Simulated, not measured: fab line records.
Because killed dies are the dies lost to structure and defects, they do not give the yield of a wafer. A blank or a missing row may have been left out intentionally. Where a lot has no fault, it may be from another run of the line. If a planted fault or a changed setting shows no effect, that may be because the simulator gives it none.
Which tool was responsible?    flow gf180mcu    6 lots with 18 wafers sampled at 3 steps, on a route of 602 steps

WHAT THE GAUGES READ, wafer by wafer
GF_V5_CD_MEAS_14: the cd target is 260 nm.
lot   measured      on         cd-nm (nm)
L122  day 27 20:28  cd-sem-02  259.9 259.7 260.1
L123  day 28 08:45  cd-sem-02  259.1 260.6 260.2
L128  day 29 16:00  cd-sem-01  260.0 260.1 260.4
L134  day 31 10:36  cd-sem-02  260.6 260.3 261.3
L140  day 32 18:37  cd-sem-01  258.6 257.9 256.6
L143  day 33 05:22  cd-sem-01  259.6 259.3 259.4

TOOL THAT RAN EACH LOT (tool first, then ch and the chambers of the sampled wafers, then the start)
lot   GF_MIM_SPUTTER_01             GF_V5_SOFTBAKE_10
L122  pvd-sputter-04, day 25 05:17  litho-track-02 ch 0, day 27 10:00
L123  pvd-sputter-04, day 25 19:59  litho-track-03 ch 0, day 27 22:00
L128  pvd-sputter-02, day 27 02:57  litho-track-02 ch 0, day 29 06:00
L134  pvd-sputter-02, day 29 00:13  litho-track-03 ch 0, day 31 01:00
L140  pvd-sputter-01, day 30 13:00  litho-track-02 ch 0, day 32 10:00
L143  pvd-sputter-04, day 30 22:47  litho-track-03 ch 0, day 32 20:00
- GF_MIM_SPUTTER_01: material TiN, target thk 30 nm, time 25 s.
- GF_V5_SOFTBAKE_10: time 60 s.

THE ANSWER, worked out from the rows above alone
Rule: the usual values come from the lots themselves. The widest of any qualifying gaps counts: lots, ordered by their means at a reading, are off when they make up no more than a third of the lots, leave a main group of 4 or more, and stand apart from it by 3 or more times the standard deviation of that group's means. If all means in a main group match to the digits the tables above print for the reading, that group is not used. A lot without any number at a reading at which 4 lots or more have one is off too. All remaining lots with rows at the step are treated as sound.
Off: L140 (GF_V5_CD_MEAS_14, cd-nm). Mean 260.0 nm and standard deviation 0.42 in the main group.
If a tool, at a process step before that reading, ran all the lots that are off and no sound lot after the first of them, it fits. The gauges at GF_V5_CD_MEAS_14 are tried like those tools. 2 tools fit, pvd-sputter-01 at GF_MIM_SPUTTER_01 and litho-track-02 at GF_V5_SOFTBAKE_10, so this cannot tell which one it is.

WHAT HAD BEEN PUT IN BY THE SIMULATOR
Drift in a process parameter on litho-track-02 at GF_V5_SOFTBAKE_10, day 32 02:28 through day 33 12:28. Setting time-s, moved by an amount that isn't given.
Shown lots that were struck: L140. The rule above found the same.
